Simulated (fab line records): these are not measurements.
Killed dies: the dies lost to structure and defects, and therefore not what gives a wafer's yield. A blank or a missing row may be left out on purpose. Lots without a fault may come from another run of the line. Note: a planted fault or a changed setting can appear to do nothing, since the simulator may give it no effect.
Chamber matching + flow sky130 + rie-diel-04 running SKY_POLY_CUT_ETCH_11: 4 sister chambers
The step etches Si3N4 in CF4/CH2F2/Ar, stops on poly-Si, time 42.5 s, target depth 60 nm. 8 wafers are shown with their chamber, then 10 later ones without.

## WAFERS PAIRED WITH THEIR CHAMBERS
| wafer  | chamber | bias-w (W) | oes-product-au (a.u.) |
|--------|---------|------------|-----------------------|
| L969.3 | 2       | 150.5      | 0.831                 |
| L970.4 | 3       | 151.0      | 0.827                 |
| L971.6 | 2       | 150.1      | 0.836                 |
| L976.1 | 1       | 149.9      | 0.824                 |
| L976.3 | 0       | 150.9      | 0.821                 |
| L976.4 | 3       | 150.7      | 0.827                 |
| L979.1 | 0       | 150.0      | 0.824                 |
| L979.3 | 1       | 150.0      | 0.825                 |

## WAFERS WITH NO CHAMBER GIVEN
| wafer  | bias-w (W) | oes-product-au (a.u.) |
|--------|------------|-----------------------|
| L979.5 | 150.1      | 0.831                 |
| L982.2 | 149.8      | 0.832                 |
| L982.3 | 150.3      | 0.827                 |
| L982.4 | 149.8      | 0.821                 |
| L988.2 | 149.1      | 0.817                 |
| L988.5 | 149.7      | 0.823                 |
| L988.6 | 149.9      | 0.823                 |
| L990.1 | 150.4      | 0.833                 |
| L990.3 | 150.6      | 0.842                 |
| L990.6 | 151.2      | 0.837                 |

## THE CHAMBER EACH PASSED THROUGH
| wafer  | from the rows above               | in truth                   |
|--------|-----------------------------------|----------------------------|
| L979.5 | can't be placed: 2 or 3 or 1      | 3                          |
| L982.2 | 2                                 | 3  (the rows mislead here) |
| L982.3 | can't be placed: 3 or 1 or 0 or 2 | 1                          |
| L982.4 | can't be placed: 1 or 0           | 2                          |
| L988.2 | can't be placed: 1 or 0           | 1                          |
| L988.5 | can't be placed: 1 or 0           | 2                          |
| L988.6 | can't be placed: 1 or 0           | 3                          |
| L990.1 | 2                                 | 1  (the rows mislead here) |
| L990.3 | 2                                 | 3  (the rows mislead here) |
| L990.6 | can't be placed: 2 or 3           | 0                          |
Correct placement for 0 of the 10. From these rows, 7 cannot be placed; in 3 the true chamber is one of the candidates. 3 placed wrongly.
How it was worked out, from the rows above alone: a wafer's distance from a chamber is the root of the sum, over the readings, of the square of ((its reading less the chamber's mean) divided by the reading's scatter). The wafer belongs to the nearest chamber; if the next one is less than 2 further off, it can't be placed. Each chamber's mean is taken over the wafers shown for it. How the scatter is found: for the shown wafers, subtract from each reading the mean of its chamber, square and add these, divide the total by (wafers less chambers), then take the root.
